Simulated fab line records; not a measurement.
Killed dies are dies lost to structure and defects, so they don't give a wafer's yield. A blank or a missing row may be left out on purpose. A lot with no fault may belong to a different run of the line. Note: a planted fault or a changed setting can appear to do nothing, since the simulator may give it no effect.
Which tool did it? ; flow sky130 ; 36 wafers from 12 lots sampled at 5 of the route's 708 steps

== WHAT THE GAUGES READ, wafer by wafer ==
Not one reading of a measure or inspect step in the record can be checked against a usual standard deviation.

== EACH LOT AND THE TOOL THAT RAN IT (in order: tool; ch and the chambers of the sampled wafers; start) ==
lot;SKY_FIELD_ISO_STRIP_16;SKY_FIELD_ISO_ETCH_17;SKY_PWDE_STRIP_09;SKY_VT_ADJUST_LVTN_STRIP_09;SKY_PAD_OPEN_PROBE_99
L154;plasma_asher-04 ch 0,1, day 2 09:29;rie_si-02 ch 0,1,2, day 2 09:34;plasma_asher-02 ch 0,1, day 3 23:16;plasma_asher-04 ch 0,1, day 7 01:25;-
L156;plasma_asher-02 ch 0,1, day 2 20:49;rie_si-01 ch 0,1, day 2 20:55;plasma_asher-01 ch 0, day 4 16:40;plasma_asher-04 ch 0,1, day 7 20:16;-
L157;plasma_asher-02 ch 0,1, day 3 01:35;rie_si-02 ch 2,3, day 3 01:40;plasma_asher-01 ch 0,1, day 4 22:59;plasma_asher-03 ch 0,1, day 8 05:43;-
L159;plasma_asher-02 ch 0,1, day 3 11:46;rie_si-02 ch 0,2, day 3 11:52;plasma_asher-01 ch 0,1, day 5 08:49;plasma_asher-03 ch 0,1, day 8 16:26;-
L161;plasma_asher-04 ch 0,1, day 4 00:16;rie_si-01 ch 1,2,3, day 4 00:22;-;-;prober-01, day 47 20:31
L162;plasma_asher-02 ch 0,1, day 4 06:00;rie_si-02 ch 0,3, day 4 06:04;-;-;prober-02, day 47 22:55
L163;plasma_asher-04 ch 0,1, day 4 09:52;rie_si-02 ch 1,2,3, day 4 09:58;-;-;prober-01, day 48 15:19
L165;plasma_asher-04 ch 0,1, day 4 19:34;rie_si-02 ch 0,2, day 4 19:40;plasma_asher-01 ch 0,1, day 6 15:41;plasma_asher-04 ch 0,1, day 10 04:22;-
L171;plasma_asher-04 ch 0,1, day 6 02:46;rie_si-01 ch 1,2,3, day 6 02:52;plasma_asher-02 ch 0,1, day 8 00:41;plasma_asher-01 ch 0,1, day 11 16:50;prober-02, day 49 22:35
L173;plasma_asher-04 ch 0,1, day 6 13:35;rie_si-01 ch 2,3, day 6 13:40;plasma_asher-01 ch 0,1, day 8 13:59;plasma_asher-03 ch 0,1, day 12 09:23;-
L174;plasma_asher-02 ch 0,1, day 6 19:25;rie_si-02 ch 0,1,3, day 6 19:31;plasma_asher-02 ch 0,1, day 8 19:26;plasma_asher-04 ch 0,1, day 12 15:14;-
L175;plasma_asher-02 ch 0,1, day 6 23:04;rie_si-01 ch 1,2,3, day 6 23:10;plasma_asher-01 ch 0,1, day 8 21:50;plasma_asher-04 ch 0,1, day 12 18:01;-
- SKY_FIELD_ISO_STRIP_16: strips in O2/N2.
- SKY_FIELD_ISO_ETCH_17: etches Si in HBr/Cl2/O2, target depth 342 nm, time 97.7 s.
- SKY_PWDE_STRIP_09: strips in O2/N2.
- SKY_VT_ADJUST_LVTN_STRIP_09: strips in O2/N2.
- SKY_PAD_OPEN_PROBE_99

== WHAT THE TOOLS THEMSELVES READ (means of the sampled wafers that have a number; where no wafer has one, the mark that the record gives instead) ==
SKY_FIELD_ISO_STRIP_16.
lot;tool;chamber_pressure_mTorr (mTorr);drypump_motor_current_A (A);oes_product_au (a.u.);strip_time_to_endpoint_s (s)
L154;plasma_asher-04;1501.0;5.8;0.379;3.55
L156;plasma_asher-02;1499.0;5.3;0.373;3.50
L157;plasma_asher-02;1499.3;5.4;0.373;3.54
L159;plasma_asher-02;1499.4;5.4;0.382;3.56
L161;plasma_asher-04;-;-;-;-
L162;plasma_asher-02;-;-;-;-
L163;plasma_asher-04;-;-;-;-
L165;plasma_asher-04;1498.7;6.0;0.379;3.50
L171;plasma_asher-04;1501.4;5.8;0.374;3.57
L173;plasma_asher-04;1500.5;5.8;0.375;3.49
L174;plasma_asher-02;1499.3;5.3;0.378;3.57
L175;plasma_asher-02;1499.7;5.3;0.376;3.52

SKY_FIELD_ISO_ETCH_17.
lot;tool;drypump_motor_current_A (A);mfc_cl2_sccm (sccm);oes_product_au (a.u.);throttle_valve_pct (%)
L154;rie_si-02;6.0;39.95;1.001;25.650
L156;rie_si-01;5.9;40.06;1.004;25.656
L157;rie_si-02;6.2;40.00;0.990;25.654
L159;rie_si-02;6.1;40.01;0.997;25.659
L161;rie_si-01;5.8;40.00;1.007;25.655
L162;rie_si-02;6.0;39.96;0.997;25.655
L163;rie_si-02;6.1;39.97;0.999;25.663
L165;rie_si-02;6.1;39.81;0.997;25.657
L171;rie_si-01;5.8;39.98;1.008;25.655
L173;rie_si-01;5.8;40.04;1.005;25.661
L174;rie_si-02;6.0;39.93;1.011;25.643
L175;rie_si-01;5.7;39.99;0.996;25.659

SKY_PWDE_STRIP_09.
lot;tool;chamber_pressure_mTorr (mTorr);drypump_motor_current_A (A);oes_product_au (a.u.);strip_time_to_endpoint_s (s)
L154;plasma_asher-02;1501.5;5.49;0.723;37.10
L156;plasma_asher-01;1498.4;5.15;0.721;36.88
L157;plasma_asher-01;1499.7;5.28;0.722;36.76
L159;plasma_asher-01;1500.5;5.42;0.722;36.91
L165;plasma_asher-01;1499.9;5.28;0.722;36.93
L171;plasma_asher-02;1500.1;5.48;0.722;36.95
L173;plasma_asher-01;1500.5;5.41;0.724;36.75
L174;plasma_asher-02;1499.8;5.30;0.722;36.90
L175;plasma_asher-01;1500.2;5.28;0.722;36.88

SKY_VT_ADJUST_LVTN_STRIP_09.
lot;tool;chamber_pressure_mTorr (mTorr);drypump_motor_current_A (A);oes_product_au (a.u.);strip_time_to_endpoint_s (s)
L154;plasma_asher-04;1500.4;6.0;0.722;36.78
L156;plasma_asher-04;1499.0;6.0;0.726;37.04
L157;plasma_asher-03;1501.2;5.1;0.723;37.00
L159;plasma_asher-03;1499.9;5.1;0.723;36.81
L165;plasma_asher-04;1500.7;6.0;0.721;36.77
L171;plasma_asher-01;1500.7;5.3;0.721;36.76
L173;plasma_asher-03;1500.0;5.3;0.721;36.82
L174;plasma_asher-04;1499.3;6.0;0.722;36.95
L175;plasma_asher-04;1501.2;5.8;0.720;37.00

SKY_PAD_OPEN_PROBE_99.
lot;tool;killed_at_M0_to_M3;killed_at_M4_up;killed_at_contacts;killed_at_front_end;killed_at_other;killed_dies;killed_on_rim;killed_open;killed_short
L161;prober-01;54;2.7;29;407;0.0;492;96;56;47
L162;prober-02;49;1.7;26;414;0.7;492;96;52;47
L163;prober-01;43;4.0;27;417;0.7;492;96;44;41
L171;prober-02;44;2.3;22;16;0.0;84;17;46;36

== THE ANSWER, worked out from the rows above alone ==
Rule: usual is defined by the lots themselves. The widest of any qualifying gaps counts: lots, ordered by their means at a reading, are off when they make up no more than a third of the lots, leave a main group of 4 or more, and stand apart from it by 3 or more times the standard deviation of that group's means. If all means in a main group match to the digits the tables above print for the reading, that group is not used. Also off: a lot with no number at a reading for which 4 or more lots have one. The other lots that the step has rows for count as sound. The gauges are gone through in route order, then the tools' own readings, and for those a lot's mean is taken as printed above. The first step at which some lot is off is used, and at that step the reading that is off furthest; a lot without a number counts as furthest.
Off at SKY_FIELD_ISO_STRIP_16 (chamber_pressure_mTorr): L161, L162, L163. Without a number there: L161, L162, L163. Mean 1499.8 mTorr and standard deviation 0.88 in the main group.
A tool fits if, at that step or a process step before it, it ran every lot that is off, and no sound lot after the first of them. Not one of the candidates tried fits.

== WHAT THE SIMULATOR HAD INSERTED ==
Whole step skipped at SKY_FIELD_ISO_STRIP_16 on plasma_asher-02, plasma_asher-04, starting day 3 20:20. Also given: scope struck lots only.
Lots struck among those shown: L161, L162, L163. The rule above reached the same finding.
